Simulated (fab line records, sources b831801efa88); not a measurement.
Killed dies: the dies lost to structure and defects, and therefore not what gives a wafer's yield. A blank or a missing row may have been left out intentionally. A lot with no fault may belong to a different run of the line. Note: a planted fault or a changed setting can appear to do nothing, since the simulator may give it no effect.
Which of the tools did it? | flow sky130 | 6 lots, 18 wafers sampled, at 3 steps of a route of 708

## WHAT THE GAUGES READ, wafer by wafer
SKY_VIA2_THK_MEAS_01.
lot  | measured     | on            | VIA2_HDPCVD_THK (nm)
L334 | day 35 12:23 | film-metro-01 | 1186 1187 1191
L337 | day 36 03:10 | film-metro-01 | 1147 1176 1159
L342 | day 38 20:05 | film-metro-03 | 1179 1181 1188
L345 | day 39 04:52 | film-metro-01 | 1170 1175 1182
L350 | day 40 22:32 | film-metro-02 | 1163 1176 1155
L352 | day 41 02:35 | film-metro-02 | 1605 1597 1603

## WHICH TOOL RAN EACH LOT (tool, then ch and the chambers of the sampled wafers, then the start)
lot  | SKY_METAL2_SPUTTER_01        | SKY_VIA2_HDPCVD_00
L334 | pvd-sputter-02, day 34 09:22 | hdpcvd-01 ch 0,1,2, day 35 12:14
L337 | pvd-sputter-02, day 34 23:52 | hdpcvd-01 ch 1,2, day 36 03:02
L342 | pvd-sputter-04, day 37 17:21 | hdpcvd-02 ch 0,1,2, day 38 19:59
L345 | pvd-sputter-01, day 38 02:10 | hdpcvd-01 ch 0,2, day 39 04:44
L350 | pvd-sputter-01, day 39 20:56 | hdpcvd-01 ch 1,2, day 40 22:25
L352 | pvd-sputter-01, day 40 00:41 | hdpcvd-01 ch 0,1,2, day 41 02:26
- SKY_METAL2_SPUTTER_01: material TiN, target thk 20 nm, time 16.7 s.
- SKY_VIA2_HDPCVD_00: deposits SiO2, target thk 1180 nm, time 196.7 s.

## THE ANSWER, worked out from the rows above alone
Rule: usual is defined by the lots themselves. Put in order of their means at a reading, lots are off if they are a third of the lots or fewer, leave a main group of 4 or more, and stand apart from it by a gap of 3 or more times the standard deviation of the main group's means; of several such gaps the widest counts. The tables above print the reading to a certain number of digits; a main group whose means all agree to those digits is not used. Also off: a lot with no number at a reading for which 4 or more lots have one. Where the step has rows for the other lots, those lots are counted as sound.
Off: L352, seen at SKY_VIA2_THK_MEAS_01 (VIA2_HDPCVD_THK). Main group: mean 1174 nm, sd 10.
A tool fits if, at a process step before that reading, it ran every lot that is off, and no sound lot after the first of them. The gauges at SKY_VIA2_THK_MEAS_01 are tried like those tools. Can't be told from this: 3 tools fit, pvd-sputter-01 at SKY_METAL2_SPUTTER_01, hdpcvd-01 at SKY_VIA2_HDPCVD_00, film-metro-02 at SKY_VIA2_THK_MEAS_01.

## WHAT THE SIMULATOR HAD INSERTED
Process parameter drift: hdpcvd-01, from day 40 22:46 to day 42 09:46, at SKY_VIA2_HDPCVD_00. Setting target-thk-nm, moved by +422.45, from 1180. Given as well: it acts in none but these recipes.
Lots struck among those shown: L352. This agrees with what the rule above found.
